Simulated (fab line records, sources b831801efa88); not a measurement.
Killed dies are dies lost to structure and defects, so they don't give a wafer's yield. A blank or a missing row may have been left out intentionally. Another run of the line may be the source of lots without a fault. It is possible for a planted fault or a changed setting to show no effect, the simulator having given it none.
2 desks looking at one fault ; flow gf180mcu ; numbers are kept per desk, each desk with only its own; the story behind them comes last

METROLOGY DESK
Lot by lot, what the gauges showed, no matter which tool ran the lot: averages of those sampled wafers that carry a number. If a lot's mean is further than 4 standard deviations from the usual mean, the lot is out of limits and carries the mark OUT (the distance appears in the brackets).
Columns: A = HV_LDD_03_OVL at GF_HV_LDD_OVL_MEAS_47, usual -1.5 nm; B = PSD_OVL at GF_PSD_OVL_MEAS_08, usual 0.3 nm; C = PSD_TW at GF_PSD_TW_MEAS_11, usual 3187; D = NSD_RS at GF_PSD_RS_MEAS_14, usual 46.19 ohm/sq; E = PSD_RS at GF_PSD_RS_MEAS_15, usual 108.69 ohm/sq
lot;first seen here;A;B;C;D;E
L835;day 13 23:11;0.1;0.3;3195;46.32;108.88
L837;day 14 19:52;-1.1;0.3;3212;46.06;108.44
L839;day 15 12:46;-1.4;2.6;3141;46.27;108.79
L840;day 15 17:31;-1.0;-0.4;3187;46.15;108.91
L841;day 15 23:59;0.9;1.0;3142;46.23;108.60
L842;day 16 09:35;-2.6;-1.5;2706 (-18) OUT;46.22;161.30 (+99 or more) OUT
L843;day 16 17:59;-2.2;-2.0;3213;46.04;108.42
L844;day 17 00:02;-2.1;0.3;3186;46.03;108.36
L845;day 17 12:48;-0.5;-0.5;2733 (-17) OUT;46.13;159.83 (+99 or more) OUT
L846;day 17 19:06;-2.2;0.1;3170;46.10;108.20
L851;day 19 09:11;-1.7;1.8;3218;46.18;108.67
Finding of this desk: L842, L845 out of limits, first seen on L842 at day 18 10:40 (PSD_TW at GF_PSD_TW_MEAS_11). In limits: L835, L837, L839, L840, L841, L843, L844, L846, L851.

DESK OF THE TOOL OWNER: implanter-01
The tool's own readings at GF_PSD_IMPLANT_09: means of the sampled wafers that have a number, for each lot that ran on this tool. If a lot's mean is further than 4 standard deviations from the usual mean, the lot is out of limits and carries the mark OUT (the distance appears in the brackets).
Columns: A = dose ions cm2 at GF_PSD_IMPLANT_09, usual 1.5002e+15; B = end station pressure torr at GF_PSD_IMPLANT_09, usual 1.18e-05 Torr; C = faraday current uA at GF_PSD_IMPLANT_09, usual 8256
lot;first seen here;A;B;C
L835;day 15 21:28;1.4999e+15;1.18e-05;8002
L839;day 17 12:41;1.4985e+15;1.15e-05;8374
L840;day 17 18:35;1.4994e+15;1.22e-05;8201
L842;day 18 10:25;7.7810e+14 (-99 or more) OUT;8.17e-06 (-6.2) OUT;4335 (-25) OUT
L845;day 19 16:02;7.7933e+14 (-99 or more) OUT;8.57e-06 (-5.5) OUT;4306 (-25) OUT
Finding of this desk: L842, L845 out of limits; the first was L842 at day 18 10:25, on dose ions cm2 at GF_PSD_IMPLANT_09. In limits: L835, L839, L840.

ALL TOGETHER
At day 18 10:25, on L842, L845, the tool owner's desk was in a position to raise an alarm.
The metrology desk could have raised an alarm at day 18 10:40, on L842, L845.
Every lot named ran GF_PSD_IMPLANT_09 on implanter-01.

WHAT HAD BEEN PUT IN BY THE SIMULATOR
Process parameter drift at GF_PSD_IMPLANT_09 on implanter-01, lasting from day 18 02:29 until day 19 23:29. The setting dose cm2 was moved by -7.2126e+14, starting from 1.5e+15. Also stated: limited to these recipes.
Lots struck among those shown: L842, L845.
Hours from the fault's start to each desk's first reading out of limits: the tool owner's desk, 8; the metrology desk, 8.
